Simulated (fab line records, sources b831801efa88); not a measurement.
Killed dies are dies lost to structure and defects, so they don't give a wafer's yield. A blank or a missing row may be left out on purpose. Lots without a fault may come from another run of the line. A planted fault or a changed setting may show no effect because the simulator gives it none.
Which tool did it? | flow sky130 | 12 lots, 35 wafers sampled, at 2 steps of a route of 708

WHAT THE GAUGES READ, wafer by wafer
SKY_METAL1_RS_MEAS_05: measures by four-point-probe.
lot  | measured     | on            | METAL1_ALCU_RS (ohm/sq)
L197 | day 33 11:09 | film_metro-03 | 0.1265 0.1264 0.1279
L198 | day 33 12:18 | film_metro-02 | 0.1245 0.1255 0.1244
L196 | day 33 13:08 | film_metro-03 | 0.1267 0.1270 0.1269
L200 | day 33 18:25 | film_metro-02 | 0.1263 0.1257 0.1261
L203 | day 34 09:26 | film_metro-01 | 0.1275 0.1276 0.1277
L207 | day 36 03:10 | film_metro-02 | 0.1245 0.1249 0.1257
L208 | day 36 05:32 | film_metro-02 | 0.1279 0.1273
L213 | day 37 23:10 | film_metro-02 | 0.1260 0.1262 0.1256
L215 | day 38 06:01 | film_metro-01 | 0.1265 0.1258 0.1256
L214 | day 38 08:04 | film_metro-01 | 0.1266 0.1267 0.1258
L216 | day 38 12:50 | film_metro-03 | 0.1262 0.1267 0.1271
L217 | day 38 17:37 | film_metro-03 | 0.1265 0.1267 0.1266

WHICH TOOL RAN EACH LOT (tool, then ch and the chambers of the sampled wafers, then the start)
lot  | SKY_METAL1_SPUTTER_00
L197 | pvd_sputter-04, day 33 11:01
L198 | pvd_sputter-02, day 33 12:08
L196 | pvd_sputter-02, day 33 12:59
L200 | pvd_sputter-02, day 33 18:16
L203 | pvd_sputter-04, day 34 09:17
L207 | pvd_sputter-02, day 36 03:01
L208 | pvd_sputter-04, day 36 05:20
L213 | pvd_sputter-04, day 37 23:01
L215 | pvd_sputter-01, day 38 05:52
L214 | pvd_sputter-01, day 38 07:53
L216 | pvd_sputter-01, day 38 12:41
L217 | pvd_sputter-04, day 38 17:27
- SKY_METAL1_SPUTTER_00: material Ti, target thk 15 nm, time 10 s.

WHAT THE TOOLS THEMSELVES READ (means of the sampled wafers that have a number; where no wafer has one, the mark that the record gives instead)
SKY_METAL1_SPUTTER_00.
lot  | tool           | throttle_valve_pct (%)
L197 | pvd_sputter-04 | 30.7
L198 | pvd_sputter-02 | 28.8
L196 | pvd_sputter-02 | 29.8
L200 | pvd_sputter-02 | 30.0
L203 | pvd_sputter-04 | 31.5
L207 | pvd_sputter-02 | 30.0
L208 | pvd_sputter-04 | 29.9
L213 | pvd_sputter-04 | 31.4
L215 | pvd_sputter-01 | 30.4
L214 | pvd_sputter-01 | 30.5
L216 | pvd_sputter-01 | 30.5
L217 | pvd_sputter-04 | 31.7

THE ANSWER, worked out from the rows above alone
Rule: what is usual is taken from the lots themselves. Put in order of their means at a reading, lots are off if they are a third of the lots or fewer, leave a main group of 4 or more, and stand apart from it by a gap of 3 or more times the standard deviation of the main group's means; of several such gaps the widest counts. A main group whose means are all the same, to the digits that the tables above print for the reading, isn't used. A lot without any number at a reading at which 4 lots or more have one is off too. The other lots that the step has rows for count as sound. The gauges are gone through in route order, then the tools' own readings, and for those a lot's mean is taken as printed above. The first step at which some lot is off is used, and at that step the reading that is off furthest; a lot without a number counts as furthest.
No lot is off at any reading shown: from this, nothing can be told.

WHAT THE SIMULATOR HAD PUT IN
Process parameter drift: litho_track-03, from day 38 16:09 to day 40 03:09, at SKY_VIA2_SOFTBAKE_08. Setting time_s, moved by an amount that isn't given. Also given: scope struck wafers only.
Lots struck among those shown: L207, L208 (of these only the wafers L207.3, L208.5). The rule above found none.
